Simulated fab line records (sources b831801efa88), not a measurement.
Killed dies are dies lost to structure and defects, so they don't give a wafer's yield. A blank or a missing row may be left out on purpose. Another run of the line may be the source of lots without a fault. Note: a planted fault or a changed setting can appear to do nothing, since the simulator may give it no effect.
2 desks, one fault / flow sky130 / each desk has only its own numbers; what lay behind them comes last

== METROLOGY DESK ==
Lot by lot, what the gauges showed, no matter which tool ran the lot: averages of those sampled wafers that carry a number. A lot is out of limits, marked OUT, if its mean lies more than 4 standard deviations from the usual mean; the brackets give that distance.
Columns: A = cdNm at SKY_METAL3_CD_MEAS_13, usual 299.7 nm; B = METAL3_OVL at SKY_METAL3_OVL_MEAS_14, usual -1 nm
lot=L102; first seen here=day 39 23:45; A=296.7; B=-1
lot=L101; first seen here=day 40 00:00; A=300.6; B=4
lot=L111; first seen here=day 42 15:48; A=302.2; B=-3
lot=L112; first seen here=day 42 19:59; A=299.7; B=4
lot=L117; first seen here=day 44 07:14; A=300.4; B=0
This desk's finding: nothing out of limits on any of the 5 lots.

== FOR THE TOOL OWNER'S DESK: rieMetal-01 ==
The tool's own readings at SKY_METAL3_ETCH_16 (etches BARC in N2/H2, stops on SiO2, time 88.2 s, target depth 60 nm): means of the sampled wafers that have a number, for each lot that ran on this tool. A lot is out of limits, marked OUT, if its mean lies more than 4 standard deviations from the usual mean; the brackets give that distance.
Columns: A = drypumpMotorCurrentA at SKY_METAL3_ETCH_16, usual 5.5 A; B = oesProductAu at SKY_METAL3_ETCH_16, usual 0.626 a.u.; C = runLengthS at SKY_METAL3_ETCH_16, usual 116.4 s; D = throttleValvePct at SKY_METAL3_ETCH_16, usual 13.206 %
lot=L101; first seen here=day 40 00:11; A=5.2; B=0.623; C=116.2; D=13.218
lot=L111; first seen here=day 42 15:59; A=5.1; B=0.616; C=119.2 (+5.2) OUT; D=13.207
This desk finds L111 out of limits, L111 being first, at day 42 15:59 (runLengthS at SKY_METAL3_ETCH_16). Within limits: L101.

== ALL TOGETHER ==
At day 42 15:59, on L111, the tool owner's desk was in a position to raise an alarm.
Metrology desk: nothing out of limits seen.
The metrology desk has L111 on record, within its limits.
All the named lots went through SKY_METAL3_ETCH_16 on rieMetal-01.

== WHAT THE SIMULATOR HAD PUT IN ==
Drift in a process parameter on rieMetal-01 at SKY_METAL3_ETCH_16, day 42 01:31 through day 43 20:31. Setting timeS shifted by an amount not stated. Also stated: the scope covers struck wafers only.
Shown lots that were struck: L111.
Time in hours from fault onset to the first out-of-limits reading at each desk: the tool owner's desk, 14.
